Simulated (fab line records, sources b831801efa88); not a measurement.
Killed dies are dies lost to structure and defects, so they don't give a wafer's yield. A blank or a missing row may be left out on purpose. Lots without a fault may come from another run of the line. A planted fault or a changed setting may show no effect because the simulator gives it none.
A struck lot beside a sound one | flow gf180mcu | 15 steps out of a route of 602
Sound: wafers L388.2, L388.4, L388.5. Struck: wafer L403.1. (L403.3 of the same lot was not struck and is left out.) The cause comes at the end.
At each step with rows: each side's tool, then ch and its chambers, then its first start. Under that, the readings that differ: sound wafers | struck wafers | difference of the means | sigmas: that difference in standard deviations of wafers without a fault.
alike: readings whose means differ by less than 2 such deviations, and words and numbers that are the same on both sides. not compared: withheld readings, readings that some wafer has no value for, bounds like >300 that may hide the same value, and numbers for which the record gives no deviation and whose values overlap.
The two part at a step that has a row with sigmas, a row that says differs or no value, or rows on one side only. Numbers that don't overlap but have no deviation are shown without sigmas and don't part them. A reading that every wafer of one side lacks parts them only if that side has two wafers or more.

first, 6 steps without rows for these wafers: GF_TOP_METAL_HMDS_08 (prime time 60 s); GF_TOP_METAL_COAT_09 (resist thk 1500 nm); GF_TOP_METAL_SOFTBAKE_10 (time 60 s); GF_TOP_METAL_EXPOSE_11 (exposes mask MetalTop, target cd 440 nm); GF_TOP_METAL_PEB_12; GF_TOP_METAL_DEVELOP_13 (develop time 60 s).
GF_TOP_METAL_CD_MEAS_14: target cd 440 nm.
  sound on cd_sem-02, day 29 22:01; struck on cd_sem-01, day 34 00:14
  alike: cd_nm
GF_TOP_METAL_OVL_MEAS_15:
  sound on overlay-01, day 29 22:07; struck on overlay-02, day 34 00:22
  reading            | sound       | struck | difference | sigmas
  TOP_METAL_OVL (nm) | 0.8 0.1 0.5 | 3.7    | +3.2       | +2
GF_TOP_METAL_METAL_ETCH_16: etches the open film in Cl2/BCl3, stops on SiO2, target depth 1197 nm, time 199.5 s.
  sound on rie_metal-02 ch 0, day 29 22:13; struck on rie_metal-03 ch 1, day 34 00:23
  reading                | sound | struck | difference                   | sigmas
  rf_hours_counter_h (h) | - - - | 17     | no value on the sound wafers |
  alike: drypump_motor_current_A, oes_product_au, throttle_valve_pct
GF_TOP_METAL_STRIP_17: strips in O2/N2.
  sound on plasma_asher-01 ch 0,1, day 29 22:32; struck on plasma_asher-01 ch 0, day 34 00:35
  alike: drypump_motor_current_A, heater_power_w, oes_product_au, strip_time_to_endpoint_s
  not compared: rf_hours_counter_h
then, 2 steps without rows for these wafers: GF_TOP_METAL_STRIP_18 (strips in post etch residue remover, time 1200 s); GF_TOP_METAL_CLEAN_19 (cleans in DIW).
GF_PASSIVATION_CVD_00: deposits SiO2 from TEOS, target thk 1000 nm, time 111.95 s.
  sound on pecvd-03 ch 0,2, day 29 23:04; struck on pecvd-03 ch 0, day 34 01:28
  reading                                      | sound             | struck | difference | sigmas
  run_length_s (s)                             | 140.3 140.9 140.4 | 171.5  | +31.0      | +70
  model.SiO2_of_PASSIVATION_CVD_00.thk_nm (nm) | 1007 1022 1022    | 1287   | +270       |
  alike: heater_power_w
GF_PASSIVATION_THK_MEAS_01:
  sound on film_metro-04, day 29 23:09; struck on film_metro-02, day 34 01:32
  reading                     | sound          | struck | difference | sigmas
  PASSIVATION_CVD_00_THK (nm) | 1007 1022 1022 | 1286   | +269       | +21
GF_PASSIVATION_CVD_02: deposits Si3N4, target thk 700 nm, time 486.18 s.
  sound on pecvd-02 ch 0,1, day 29 23:12; struck on pecvd-01 ch 2, day 34 01:36
  alike: heater_power_w, run_length_s

WHERE THEY PART
First at GF_TOP_METAL_OVL_MEAS_15; last, within this record, at GF_PASSIVATION_THK_MEAS_01. Later steps at which nothing parts them and some readings are alike: GF_PASSIVATION_CVD_02.

WHY: what the simulator had put in
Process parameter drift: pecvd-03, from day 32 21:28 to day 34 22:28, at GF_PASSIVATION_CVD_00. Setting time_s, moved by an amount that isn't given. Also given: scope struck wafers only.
